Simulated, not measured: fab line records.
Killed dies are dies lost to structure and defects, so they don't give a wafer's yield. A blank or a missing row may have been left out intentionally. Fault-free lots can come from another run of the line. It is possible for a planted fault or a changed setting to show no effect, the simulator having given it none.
A lot that was struck, set against a sound lot    flow sfq-line    41 out of 325 route steps
Sound: wafers L726.1, L726.2, L726.5. Struck: wafer L733.4 (left out: L733.2, a lot-mate that was not struck); the cause follows at the end.
Order at every step that has rows: each side's tool, ch and its chambers, its first start. Under that, the readings that differ: sound wafers    struck wafers    difference of the means    sigmas: that difference in standard deviations of wafers without a fault.
alike: same words and numbers on both sides, and readings whose means sit less than 2 such deviations apart. not compared: any withheld reading, any reading some wafer has no value for, any bound like >300 that may hide the same value, and any number with overlapping values for which the record gives no deviation.
Wherever a step has rows on one side only, a row that says differs or no value, or a row with sigmas, the two part there. Non-overlapping numbers with no deviation appear without sigmas and do not part them. Lack of a reading on every wafer of one side parts them only where that side has two or more wafers.

SFQ_C5_OVL_MEAS_937:
  sound: overlay-01 at day 67 06:05; struck: overlay-01 at day 68 21:46
  alike: C5_OVL
then, 5 steps without rows for these wafers: SFQ_TRILAYER_C5_BARC_OPEN_VIA_ETCH_210 (etches BARC in O2, target depth 125 nm, time 41.7 s); SFQ_TRILAYER_C5_ETCH_VIA_ETCH_154 (etches SiO2 in CHF3, stops on Nb, target depth 84 nm); SFQ_TRILAYER_C5_STRIP_STRIP_155 (strips in O2); SFQ_TRILAYER_C5_STRIP_SOLV_CLEAN_156 (cleans in NMP, time 600 s); SFQ_TRILAYER_M6_DEP_PRE_CLEAN_158 (time 22.5 s).
SFQ_TRILAYER_M6_DEP_SPUTTER_157: material Nb, target thk 200 nm, time 133.3 s.
  sound: pvd-sputter-06 at day 67 07:01; struck: pvd-sputter-05 at day 68 22:41
reading                 sound           struck  difference  sigmas
throttle-valve-pct (%)  28.6 30.3 29.0  31.5    +2.2        +2
  alike: chamber-pressure-pa
SFQ_M6_RS_MEAS_938: the measuring method here is four-point-probe.
  sound: film-metro-01 at day 67 07:06; struck: film-metro-01 at day 68 22:47
  alike: M6_NB_RS
then, 3 steps without rows for these wafers: SFQ_TRILAYER_M6_LITHO_COAT_164 (resist thk 62 nm); SFQ_TRILAYER_M6_LITHO_COAT_159 (resist thk 600 nm); SFQ_TRILAYER_M6_LITHO_SOFTBAKE_163.
SFQ_TRILAYER_M6_LITHO_EXPOSE_160: exposes mask M6, target cd 500 nm.
  sound on krf-scanner-01 ch 0, day 68 21:27; struck on krf-scanner-01 ch 0, day 70 00:04
  alike: mask
then, 2 steps without rows for these wafers: SFQ_TRILAYER_M6_LITHO_PEB_162 (peb time 60 s); SFQ_TRILAYER_M6_LITHO_DEVELOP_161 (time 60 s).
SFQ_M6_OVL_MEAS_940:
  sound: overlay-01 at day 68 22:57; struck: overlay-01 at day 70 01:22
  alike: M6_OVL
SFQ_TRILAYER_M6_BARC_OPEN_METAL_ETCH_206: etches BARC in O2, target depth 125 nm, time 41.7 s.
  sound on rie-metal-03 ch 0,1, day 68 22:59; struck on rie-metal-04 ch 0, day 70 01:24
reading              sound              struck  difference  sigmas
model.M6.cd-nm (nm)  500.9 499.8 502.5  488     -13         
  alike: drypump-motor-current-A, oes-product-au
  not compared: rf-hours-counter-h
SFQ_TRILAYER_M6_ETCH_METAL_ETCH_162: etches Nb in Cl2/Ar, stops on SiO2, target depth 240 nm, time 120 s.
  sound on rie-metal-03 ch 0,1, day 68 23:03; struck on rie-metal-04 ch 0, day 70 01:28
reading              sound            struck  difference  sigmas
model.M6.cd-nm (nm)  502.3 500.2 504  487.5   -14.7       
  alike: drypump-motor-current-A, oes-product-au
  not compared: rf-hours-counter-h
SFQ_TRILAYER_M6_STRIP_STRIP_163: strips in O2.
  sound on rie-metal-03 ch 0,1, day 68 23:10; struck on rie-metal-04 ch 0, day 70 01:35
  alike: drypump-motor-current-A, oes-product-au
  not compared: rf-hours-counter-h
then, 3 steps without rows for these wafers: SFQ_TRILAYER_M6_STRIP_SOLV_CLEAN_164 (cleans in NMP, time 600 s); SFQ_TRILAYER_I6_DEP_PECVD_165 (deposits SiO2 from SiH4/N2O, time 111.11 s, target thk 500 nm); SFQ_TRILAYER_I6_CMP_CMP_166 (polishes SiO2).
SFQ_I6_BOW_MEAS_941:
  sound: film-metro-03 at day 69 03:38; struck: film-metro-02 at day 70 10:43
  alike: I6_BOW
then, 7 steps without rows for these wafers: SFQ_TRILAYER_I6_METRO_MEASURE_167; SFQ_TRILAYER_I6_VIA_LITHO_COAT_174 (resist thk 62 nm); SFQ_TRILAYER_I6_VIA_LITHO_COAT_169 (resist thk 650 nm); SFQ_TRILAYER_I6_VIA_LITHO_SOFTBAKE_173; SFQ_TRILAYER_I6_VIA_LITHO_EXPOSE_170 (exposes mask I6, target cd 700 nm); SFQ_TRILAYER_I6_VIA_LITHO_PEB_172 (peb time 60 s); SFQ_TRILAYER_I6_VIA_LITHO_DEVELOP_171 (time 60 s).
SFQ_I6_OVL_MEAS_942:
  sound: overlay-01 at day 70 06:10; struck: overlay-02 at day 71 17:49
reading      sound       struck  difference  sigmas
I6_OVL (nm)  -11 -8 -10  7       +17         +3
SFQ_TRILAYER_I6_VIA_BARC_OPEN_VIA_ETCH_235: etches BARC in O2, target depth 125 nm, time 41.7 s.
  sound on rie-diel-03 ch 0,1, day 70 06:12; struck on rie-diel-02 ch 2, day 71 17:50
  alike: drypump-motor-current-A, oes-product-au
  not compared: rf-hours-counter-h
then, 1 step without rows for these wafers: SFQ_TRILAYER_I6_VIA_ETCH_VIA_ETCH_172 (etches SiO2 in CHF3, stops on Nb, target depth 260 nm).
SFQ_TRILAYER_I6_VIA_STRIP_STRIP_173: strips in O2.
  sound on rie-metal-03 ch 0,1, day 70 06:21; struck on rie-metal-03 ch 0, day 71 17:59
  alike: drypump-motor-current-A, oes-product-au
  not compared: rf-hours-counter-h
then, 2 steps without rows for these wafers: SFQ_TRILAYER_I6_VIA_STRIP_SOLV_CLEAN_174 (cleans in NMP, time 600 s); SFQ_TRILAYER_M7_DEP_PRE_CLEAN_176 (time 22.5 s).
SFQ_TRILAYER_M7_DEP_SPUTTER_175: material Nb, target thk 200 nm, time 133.3 s.
  sound: pvd-sputter-03 at day 70 07:10; struck: pvd-sputter-06 at day 71 18:48
  alike: chamber-pressure-pa, throttle-valve-pct
SFQ_M7_RS_MEAS_943: the measuring method here is four-point-probe.
  sound: film-metro-04 at day 70 07:15; struck: film-metro-04 at day 71 18:55
reading            sound              struck  difference  sigmas
M7_NB_RS (ohm/sq)  0.879 0.881 0.876  0.897   +0.018      +3
then, 3 steps without rows for these wafers: SFQ_TRILAYER_M7_LITHO_COAT_182 (resist thk 62 nm); SFQ_TRILAYER_M7_LITHO_COAT_177 (resist thk 600 nm); SFQ_TRILAYER_M7_LITHO_SOFTBAKE_181.
-- the record jumps here: 7 days lie between the struck wafers' starts before and after --
SFQ_M8_BOW_MEAS_951:
  sound: film-metro-01 at day 76 02:24; struck: film-metro-02 at day 79 04:01
reading                sound              struck  difference  sigmas
model.etest.m6.ohm-um  1.746 1.775 1.748  1.806   +0.050      
  alike: M8_BOW

WHERE THEY PART
At SFQ_TRILAYER_M6_DEP_SPUTTER_157 first; at SFQ_M7_RS_MEAS_943 last (within this record only). Later steps at which nothing parts them and some readings are alike: SFQ_M8_BOW_MEAS_951.

WHY: what had been put in by the simulator
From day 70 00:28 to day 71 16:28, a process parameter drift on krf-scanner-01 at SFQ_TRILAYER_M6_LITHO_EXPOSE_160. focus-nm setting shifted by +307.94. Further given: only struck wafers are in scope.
